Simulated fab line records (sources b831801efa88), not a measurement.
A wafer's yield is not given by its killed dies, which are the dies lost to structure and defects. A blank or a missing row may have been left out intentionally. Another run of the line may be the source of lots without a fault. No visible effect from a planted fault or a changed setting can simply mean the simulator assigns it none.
The tool behind it: which one? || flow sfqLine || Sampling: 14 lots, 42 wafers, 2 of 325 route steps

== WHAT THE GAUGES READ, wafer by wafer ==
Not one reading of a measure or inspect step in the record can be checked against a usual standard deviation.

== WHICH TOOL RAN EACH LOT (tool, then ch and the chambers of the sampled wafers, then the start) ==
{"lot": "L847", "SFQ_TRILAYER_JJ_CE_STRIP_STRIP_120": "rieMetal-01 ch 0,1, day 59 21:49", "SFQ_TRILAYER_M5_BARC_OPEN_METAL_ETCH_161": "rieMetal-01 ch 0,1, day 60 01:04"}
{"lot": "L849", "SFQ_TRILAYER_JJ_CE_STRIP_STRIP_120": "rieMetal-02 ch 0,1, day 65 03:12", "SFQ_TRILAYER_M5_BARC_OPEN_METAL_ETCH_161": "rieMetal-04 ch 1, day 65 06:23"}
{"lot": "L850", "SFQ_TRILAYER_JJ_CE_STRIP_STRIP_120": "rieMetal-02 ch 0,1, day 65 09:12", "SFQ_TRILAYER_M5_BARC_OPEN_METAL_ETCH_161": "rieMetal-04 ch 1, day 69 23:03"}
{"lot": "L852", "SFQ_TRILAYER_JJ_CE_STRIP_STRIP_120": "rieMetal-01 ch 0,1, day 66 03:32", "SFQ_TRILAYER_M5_BARC_OPEN_METAL_ETCH_161": "rieMetal-02 ch 0,1, day 70 20:23"}
{"lot": "L854", "SFQ_TRILAYER_JJ_CE_STRIP_STRIP_120": "rieMetal-01 ch 0,1, day 68 15:54", "SFQ_TRILAYER_M5_BARC_OPEN_METAL_ETCH_161": "rieMetal-02 ch 0,1, day 72 21:50"}
{"lot": "L855", "SFQ_TRILAYER_JJ_CE_STRIP_STRIP_120": "rieMetal-02 ch 0,1, day 68 18:12", "SFQ_TRILAYER_M5_BARC_OPEN_METAL_ETCH_161": "rieMetal-02 ch 0,1, day 73 01:25"}
{"lot": "L856", "SFQ_TRILAYER_JJ_CE_STRIP_STRIP_120": "rieMetal-01 ch 0,1, day 69 00:06", "SFQ_TRILAYER_M5_BARC_OPEN_METAL_ETCH_161": "rieMetal-04 ch 0, day 73 06:13"}
{"lot": "L860", "SFQ_TRILAYER_JJ_CE_STRIP_STRIP_120": "rieMetal-01 ch 1, day 69 20:09", "SFQ_TRILAYER_M5_BARC_OPEN_METAL_ETCH_161": "rieMetal-01 ch 0,1, day 74 03:49"}
{"lot": "L861", "SFQ_TRILAYER_JJ_CE_STRIP_STRIP_120": "rieMetal-03 ch 0,1, day 70 06:52", "SFQ_TRILAYER_M5_BARC_OPEN_METAL_ETCH_161": "rieMetal-01 ch 0,1, day 74 13:26"}
{"lot": "L862", "SFQ_TRILAYER_JJ_CE_STRIP_STRIP_120": "rieMetal-01 ch 0,1, day 70 12:40", "SFQ_TRILAYER_M5_BARC_OPEN_METAL_ETCH_161": "rieMetal-01 ch 0,1, day 74 18:13"}
{"lot": "L865", "SFQ_TRILAYER_JJ_CE_STRIP_STRIP_120": "rieMetal-02 ch 0,1, day 71 10:16", "SFQ_TRILAYER_M5_BARC_OPEN_METAL_ETCH_161": "rieMetal-01 ch 0,1, day 75 16:17"}
{"lot": "L867", "SFQ_TRILAYER_JJ_CE_STRIP_STRIP_120": "rieMetal-01 ch 0,1, day 71 15:16", "SFQ_TRILAYER_M5_BARC_OPEN_METAL_ETCH_161": "rieMetal-02 ch 0,1, day 75 19:55"}
{"lot": "L869", "SFQ_TRILAYER_JJ_CE_STRIP_STRIP_120": "rieMetal-01 ch 0,1, day 71 23:28", "SFQ_TRILAYER_M5_BARC_OPEN_METAL_ETCH_161": "rieMetal-02 ch 0,1, day 76 05:29"}
{"lot": "L870", "SFQ_TRILAYER_JJ_CE_STRIP_STRIP_120": "rieMetal-01 ch 1, day 72 00:52", "SFQ_TRILAYER_M5_BARC_OPEN_METAL_ETCH_161": "rieMetal-01 ch 0,1, day 76 07:53"}
- SFQ_TRILAYER_JJ_CE_STRIP_STRIP_120: strips in O2.
- SFQ_TRILAYER_M5_BARC_OPEN_METAL_ETCH_161: etches BARC in O2, target depth 125 nm, time 41.7 s.

== WHAT THE TOOLS THEMSELVES READ (means of the sampled wafers that have a number; where no wafer has one, the mark that the record gives instead) ==
SFQ_TRILAYER_JJ_CE_STRIP_STRIP_120.
{"lot": "L847", "tool": "rieMetal-01", "chamberPressureMTorr (mTorr)": 50.01, "drypumpMotorCurrentA (A)": 5.4, "oesProductAu (a.u.)": 1.010, "platenTempC (C)": 40.06}
{"lot": "L849", "tool": "rieMetal-02", "chamberPressureMTorr (mTorr)": 50.04, "drypumpMotorCurrentA (A)": 6.1, "oesProductAu (a.u.)": 1.009, "platenTempC (C)": 40.04}
{"lot": "L850", "tool": "rieMetal-02", "chamberPressureMTorr (mTorr)": 50.03, "drypumpMotorCurrentA (A)": 5.7, "oesProductAu (a.u.)": 1.015, "platenTempC (C)": 39.92}
{"lot": "L852", "tool": "rieMetal-01", "chamberPressureMTorr (mTorr)": 50.00, "drypumpMotorCurrentA (A)": 5.4, "oesProductAu (a.u.)": 0.996, "platenTempC (C)": 39.86}
{"lot": "L854", "tool": "rieMetal-01", "chamberPressureMTorr (mTorr)": 50.02, "drypumpMotorCurrentA (A)": 5.4, "oesProductAu (a.u.)": 1.006, "platenTempC (C)": 40.04}
{"lot": "L855", "tool": "rieMetal-02", "chamberPressureMTorr (mTorr)": 50.00, "drypumpMotorCurrentA (A)": 6.1, "oesProductAu (a.u.)": 0.994, "platenTempC (C)": 40.01}
{"lot": "L856", "tool": "rieMetal-01", "chamberPressureMTorr (mTorr)": 49.97, "drypumpMotorCurrentA (A)": 5.4, "oesProductAu (a.u.)": 1.007, "platenTempC (C)": 40.13}
{"lot": "L860", "tool": "rieMetal-01", "chamberPressureMTorr (mTorr)": "-", "drypumpMotorCurrentA (A)": "-", "oesProductAu (a.u.)": "-", "platenTempC (C)": "-"}
{"lot": "L861", "tool": "rieMetal-03", "chamberPressureMTorr (mTorr)": "-", "drypumpMotorCurrentA (A)": "-", "oesProductAu (a.u.)": "-", "platenTempC (C)": "-"}
{"lot": "L862", "tool": "rieMetal-01", "chamberPressureMTorr (mTorr)": 50.00, "drypumpMotorCurrentA (A)": 5.4, "oesProductAu (a.u.)": 1.001, "platenTempC (C)": 39.99}
{"lot": "L865", "tool": "rieMetal-02", "chamberPressureMTorr (mTorr)": 49.99, "drypumpMotorCurrentA (A)": 5.7, "oesProductAu (a.u.)": 0.993, "platenTempC (C)": 39.99}
{"lot": "L867", "tool": "rieMetal-01", "chamberPressureMTorr (mTorr)": 50.00, "drypumpMotorCurrentA (A)": 5.4, "oesProductAu (a.u.)": 1.005, "platenTempC (C)": 39.94}
{"lot": "L869", "tool": "rieMetal-01", "chamberPressureMTorr (mTorr)": 50.02, "drypumpMotorCurrentA (A)": 5.4, "oesProductAu (a.u.)": 1.009, "platenTempC (C)": 39.97}
{"lot": "L870", "tool": "rieMetal-01", "chamberPressureMTorr (mTorr)": 49.99, "drypumpMotorCurrentA (A)": 5.4, "oesProductAu (a.u.)": 1.024, "platenTempC (C)": 39.97}

SFQ_TRILAYER_M5_BARC_OPEN_METAL_ETCH_161.
{"lot": "L847", "tool": "rieMetal-01", "drypumpMotorCurrentA (A)": 5.4, "oesProductAu (a.u.)": 0.690}
{"lot": "L849", "tool": "rieMetal-04", "drypumpMotorCurrentA (A)": 5.2, "oesProductAu (a.u.)": 0.682}
{"lot": "L850", "tool": "rieMetal-04", "drypumpMotorCurrentA (A)": 5.2, "oesProductAu (a.u.)": 0.682}
{"lot": "L852", "tool": "rieMetal-02", "drypumpMotorCurrentA (A)": 6.0, "oesProductAu (a.u.)": 0.686}
{"lot": "L854", "tool": "rieMetal-02", "drypumpMotorCurrentA (A)": 6.1, "oesProductAu (a.u.)": 0.681}
{"lot": "L855", "tool": "rieMetal-02", "drypumpMotorCurrentA (A)": 5.7, "oesProductAu (a.u.)": 0.688}
{"lot": "L856", "tool": "rieMetal-04", "drypumpMotorCurrentA (A)": 5.3, "oesProductAu (a.u.)": 0.688}
{"lot": "L860", "tool": "rieMetal-01", "drypumpMotorCurrentA (A)": 5.4, "oesProductAu (a.u.)": 1.013}
{"lot": "L861", "tool": "rieMetal-01", "drypumpMotorCurrentA (A)": 5.4, "oesProductAu (a.u.)": 1.001}
{"lot": "L862", "tool": "rieMetal-01", "drypumpMotorCurrentA (A)": 5.4, "oesProductAu (a.u.)": 0.686}
{"lot": "L865", "tool": "rieMetal-01", "drypumpMotorCurrentA (A)": 5.4, "oesProductAu (a.u.)": 0.688}
{"lot": "L867", "tool": "rieMetal-02", "drypumpMotorCurrentA (A)": 5.7, "oesProductAu (a.u.)": 0.686}
{"lot": "L869", "tool": "rieMetal-02", "drypumpMotorCurrentA (A)": 6.0, "oesProductAu (a.u.)": 0.683}
{"lot": "L870", "tool": "rieMetal-01", "drypumpMotorCurrentA (A)": 5.4, "oesProductAu (a.u.)": 0.683}

== THE ANSWER, worked out from the rows above alone ==
Rule: the lots themselves supply what counts as usual. The widest of any qualifying gaps counts: lots, ordered by their means at a reading, are off when they make up no more than a third of the lots, leave a main group of 4 or more, and stand apart from it by 3 or more times the standard deviation of that group's means. The tables above print the reading to a certain number of digits; a main group whose means all agree to those digits is not used. Also off: a lot with no number at a reading for which 4 or more lots have one. Any other lot the step has rows for is counted as sound. First the gauges in route order, then the tools' own readings, where a lot's mean is used as printed above. At the first step where some lot is off, the reading lying furthest off is the one used; lots without a number count as furthest.
Off: L860, L861 (SFQ_TRILAYER_JJ_CE_STRIP_STRIP_120, chamberPressureMTorr). Without a number there: L860, L861. Mean 50.01 mTorr and standard deviation 0.018 in the main group.
If a tool, at that step or one of the process steps before it, ran each lot that is off and ran no sound lot following the first of them, it fits. Not one of the candidates tried fits.

== WHAT THE SIMULATOR HAD PUT IN ==
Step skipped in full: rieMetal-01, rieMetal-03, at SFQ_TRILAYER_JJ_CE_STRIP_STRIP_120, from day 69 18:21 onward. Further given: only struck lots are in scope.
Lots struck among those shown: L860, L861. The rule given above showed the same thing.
